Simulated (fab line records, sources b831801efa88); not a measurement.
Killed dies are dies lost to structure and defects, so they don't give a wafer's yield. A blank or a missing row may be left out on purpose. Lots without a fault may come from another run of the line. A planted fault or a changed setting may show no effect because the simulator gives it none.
One fault seen from 2 desks | flow gf180mcu | each desk has only its own numbers; what lay behind them comes last

THE TOOL OWNER'S DESK: krf_scanner-01
The tool's own readings at GF_M2_EXPOSE_11 (exposes mask Metal2, target cd 280 nm): means of the sampled wafers that have a number, for each lot that ran on this tool. A lot is out of limits, marked OUT, if its mean lies more than 4 standard deviations from the usual mean; the brackets give that distance.
Columns: A = exposure_dose_mJ_cm2 at GF_M2_EXPOSE_11, usual 27.956; B = focus_offset_nm at GF_M2_EXPOSE_11, usual 0.1 nm; C = reticle_temp_C at GF_M2_EXPOSE_11, usual 22.97 C
lot  | first seen here | A      | B    | C
L229 | day 19 08:43    | 27.954 | 0.3  | 22.93
L247 | day 25 14:04    | 27.962 | -0.1 | 23.01
L248 | day 25 22:49    | 27.944 | -0.2 | 22.90
This desk's finding: nothing out of limits on any of the 3 lots.

THE METROLOGY DESK
What the gauges read, lot by lot, whatever tool the lot ran on: means of the sampled wafers that have a number. A lot is out of limits, marked OUT, if its mean lies more than 4 standard deviations from the usual mean; the brackets give that distance.
Columns: A = cd_nm at GF_M2_CD_MEAS_14, usual 279.7 nm
lot  | first seen here | A
L227 | day 19 09:36    | 280.9
L228 | day 19 11:22    | 280.0
L229 | day 19 21:14    | 280.1
L230 | day 20 08:25    | 280.1
L234 | day 21 17:41    | 279.0
L236 | day 22 13:38    | 278.2
L244 | day 25 02:56    | 280.6
L245 | day 25 13:38    | 279.9
L246 | day 25 20:47    | 281.4
L247 | day 26 00:20    | 280.1
L248 | day 26 08:52    | 278.2
L249 | day 26 16:36    | 279.9
This desk's finding: nothing out of limits on any of the 12 lots.

PUT TOGETHER
The tool owner's desk saw nothing out of limits.
The metrology desk saw nothing out of limits.

WHAT THE SIMULATOR HAD PUT IN
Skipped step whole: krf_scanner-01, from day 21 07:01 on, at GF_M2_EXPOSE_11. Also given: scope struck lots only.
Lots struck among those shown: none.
